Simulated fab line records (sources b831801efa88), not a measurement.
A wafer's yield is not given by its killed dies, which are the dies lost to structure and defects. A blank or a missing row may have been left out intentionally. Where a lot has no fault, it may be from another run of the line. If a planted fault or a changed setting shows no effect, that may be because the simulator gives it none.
Which tool was responsible? -- flow gf180mcu -- 14 lots with 42 wafers sampled at 3 steps, on a route of 602 steps

WHAT EACH GAUGE READ, for each wafer
GF_M1_CD_MEAS_14: the cd target is 230 nm.
lot,measured,on,cd_nm (nm)
L417,day 17 01:13,cd_sem-01,228.6 228.9 227.9
L419,day 17 22:13,cd_sem-02,230.5 230.8 231.5
L420,day 18 00:11,cd_sem-01,229.5 229.2 229.7
L421,day 18 17:01,cd_sem-02,229.3 227.6 228.5
L425,day 20 02:53,cd_sem-01,228.8 229.5 230.0
L426,day 20 13:38,cd_sem-01,229.4 230.5 229.5
L428,day 21 09:13,cd_sem-01,230.2 228.5 230.7
L429,day 21 19:48,cd_sem-01,229.8 229.7 229.7
L430,day 22 01:22,cd_sem-02,230.9 232.5 230.1
L431,day 22 08:03,cd_sem-02,229.1 229.3 228.8
L437,day 24 07:46,cd_sem-02,231.8 230.3 231.7
L438,day 24 13:08,cd_sem-01,230.8 231.0 230.8
L439,day 24 21:13,cd_sem-02,228.8 229.7 229.8
L440,day 25 01:52,cd_sem-02,227.9 229.3 229.8

WHAT TOOL EACH LOT RAN ON (gives the tool, then ch and the chambers of the sampled wafers, and finally the start)
lot,GF_HV_LDD_IMPLANT_35,GF_M1_SPUTTER_03
L417,"implanter-01 ch 0, day 11 13:46","pvd_sputter-03, day 16 02:47"
L419,"implanter-01 ch 0, day 12 06:01","pvd_sputter-03, day 16 22:20"
L420,"implanter-01 ch 0, day 12 09:35","pvd_sputter-01, day 17 00:28"
L421,"implanter-01 ch 0, day 12 21:34","pvd_sputter-03, day 17 17:19"
L425,"implanter-03 ch 0, day 14 02:59","pvd_sputter-02, day 19 02:20"
L426,"implanter-03 ch 0, day 14 10:59","pvd_sputter-01, day 19 12:52"
L428,"implanter-02 ch 0, day 15 07:04","pvd_sputter-01, day 20 10:02"
L429,"implanter-03 ch 0, day 15 14:16","pvd_sputter-01, day 20 19:28"
L430,"implanter-02 ch 0, day 15 19:35","pvd_sputter-03, day 21 01:05"
L431,"implanter-03 ch 0, day 16 02:56","pvd_sputter-01, day 21 08:25"
L437,"implanter-02 ch 0, day 18 03:04","pvd_sputter-02, day 23 09:28"
L438,"implanter-02 ch 0, day 18 07:37","pvd_sputter-02, day 23 14:31"
L439,"implanter-01 ch 0, day 18 16:11","pvd_sputter-01, day 23 22:46"
L440,"implanter-01 ch 0, day 18 22:14","pvd_sputter-01, day 24 03:25"
- GF_HV_LDD_IMPLANT_35
- GF_M1_SPUTTER_03: material Ti, target thk 10 nm, time 6.7 s.

AS READ BY THE TOOLS THEMSELVES (means over the sampled wafers that have a number; for cases with no such wafer, the mark the record gives instead)
GF_HV_LDD_IMPLANT_35.
lot,tool,beam_on_s (s),rotation_deg (degrees)
L417,implanter-01,10.05,179.99
L419,implanter-01,9.94,179.93
L420,implanter-01,9.84,179.96
L421,implanter-01,9.67,179.98
L425,implanter-03,10.04,180.03
L426,implanter-03,10.07,180.03
L428,implanter-02,10.22,180.04
L429,implanter-03,10.00,281.78
L430,implanter-02,9.97,179.99
L431,implanter-03,9.80,281.84
L437,implanter-02,9.92,179.97
L438,implanter-02,9.94,179.98
L439,implanter-01,9.87,179.98
L440,implanter-01,10.09,179.97

GF_M1_SPUTTER_03.
lot,tool,throttle_valve_pct (%)
L417,pvd_sputter-03,29.9
L419,pvd_sputter-03,30.5
L420,pvd_sputter-01,30.0
L421,pvd_sputter-03,29.4
L425,pvd_sputter-02,30.3
L426,pvd_sputter-01,28.6
L428,pvd_sputter-01,28.0
L429,pvd_sputter-01,28.8
L430,pvd_sputter-03,31.1
L431,pvd_sputter-01,28.6
L437,pvd_sputter-02,30.1
L438,pvd_sputter-02,30.3
L439,pvd_sputter-01,29.9
L440,pvd_sputter-01,31.0

THE ANSWER, worked out from the rows above alone
Rule: the usual values come from the lots themselves. Put in order of their means at a reading, lots are off if they are a third of the lots or fewer, leave a main group of 4 or more, and stand apart from it by a gap of 3 or more times the standard deviation of the main group's means; of several such gaps the widest counts. A main group whose means are all the same, to the digits that the tables above print for the reading, isn't used. A lot without any number at a reading at which 4 lots or more have one is off too. All remaining lots with rows at the step are treated as sound. Order of review: gauges by route order, followed by the tools' own readings, for which a lot's mean as printed above is used. The first step at which some lot is off is used, and at that step the reading that is off furthest; a lot without a number counts as furthest.
Off: L429, L431 (GF_HV_LDD_IMPLANT_35, rotation_deg). The main group: mean 179.99 degrees, standard deviation 0.031.
A tool fits if, at that step or a process step before it, it ran every lot that is off, and no sound lot after the first of them. One fits: GF_HV_LDD_IMPLANT_35 on implanter-03. A fault onset in the window from L426 (day 14 10:59, its last sound lot) to L429 (day 15 14:16, its first lot off) fits.
The tool's own readings at GF_HV_LDD_IMPLANT_35 bear it out: on the lots that are off they differ by more than 5 times the standard deviation of the sound lots' means. rotation_deg reads 281.81 degrees there against 179.99 degrees on the sound lots.

WHAT THE SIMULATOR HAD INSERTED
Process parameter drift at GF_HV_LDD_IMPLANT_35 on implanter-03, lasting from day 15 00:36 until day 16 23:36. A move of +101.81 in setting rotation_deg, from 180. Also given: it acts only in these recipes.
Shown lots that were struck: L429, L431. This agrees with what the rule above found.
